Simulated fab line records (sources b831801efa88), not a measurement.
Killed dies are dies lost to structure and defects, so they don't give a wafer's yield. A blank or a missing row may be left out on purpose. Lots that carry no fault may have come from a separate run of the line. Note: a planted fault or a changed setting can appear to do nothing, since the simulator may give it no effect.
One fault seen from 2 desks	flow gf180mcu	every desk sees just its own numbers, and what lay behind them comes last

TOOL OWNER'S DESK, cvd-w-02
The tool's own readings at GF_CONTACT_CVD_24 (deposits W, target thk 300 nm, time 90.339 s): means of the sampled wafers that have a number, for each lot that ran on this tool. A lot is out of limits, marked OUT, if its mean lies more than 4 standard deviations from the usual mean; the brackets give that distance.
Columns: A = heater-power-w at GF_CONTACT_CVD_24, usual 828 W
lot	first seen here	A
L973	day 16 01:56	832
L976	day 17 06:34	861
L977	day 17 14:35	817
L980	day 18 22:55	853
L984	day 20 04:49	845
L990	day 22 08:50	852
L991	day 22 16:59	871
L992	day 22 23:38	876
Result from this desk: across the 8 lots, nothing is out of limits.

THE METROLOGY DESK
What the gauges read for every lot (on any tool): the sampled wafers with a number, averaged. A lot is out of limits, marked OUT, if its mean lies more than 4 standard deviations from the usual mean; the brackets give that distance.
Columns: A = CONTACT_W_RS at GF_CONTACT_RS_MEAS_25, usual 0.384 ohm/sq; B = CONTACT_W_THK at GF_CONTACT_THK_MEAS_26, usual 301 nm; C = V1_CVD_00_THK at GF_V1_THK_MEAS_01, usual 598 nm; D = V1_OVL at GF_V1_OVL_MEAS_15, usual 1 nm
lot	first seen here	A	B	C	D
L973	day 16 02:02	0.387	297	602	5
L975	day 16 20:11	0.384	298	605	3
L976	day 17 06:40	0.385	301	600	1
L977	day 17 14:41	0.385	303	604	-3
L979	day 18 12:55	0.387	299	602	10
L980	day 18 23:02	0.379	303	598	3
L981	day 19 06:09	0.385	299	604	0
L983	day 20 01:07	0.385	300	607	-1
L984	day 20 04:55	0.387	299	601	-3
L990	day 22 08:56	0.360 (-6.4) OUT	318 (+5.3) OUT	603	4
L991	day 22 17:05	0.368 (-4.2) OUT	312	594	-4
L992	day 22 23:44	0.356 (-7.6) OUT	322 (+6.6) OUT	590	-6
L995	day 23 22:23	0.384	302	593	-1
Per this desk, out of limits: L990, L991, L992; the first was L990, day 22 08:56 (CONTACT_W_RS at GF_CONTACT_RS_MEAS_25). Within limits: L973, L975, L976, L977, L979, L980, L981, L983, L984, L995.

PUT TOGETHER
Metrology desk: alarm possible at day 22 08:56 on L990, L991, L992.
The desk of the tool owner found nothing out of limits.
The tool owner's desk has L990, L991, L992 on record, within its limits.
The lots listed all ran GF_CONTACT_CVD_24 on cvd-w-02.

WHAT THE SIMULATOR HAD PUT IN
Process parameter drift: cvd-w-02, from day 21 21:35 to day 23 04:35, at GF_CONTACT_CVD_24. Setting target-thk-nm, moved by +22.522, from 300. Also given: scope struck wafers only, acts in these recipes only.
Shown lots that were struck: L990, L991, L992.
Per desk, hours elapsed from the start of the fault to the first reading out of limits: for the metrology desk, 11.
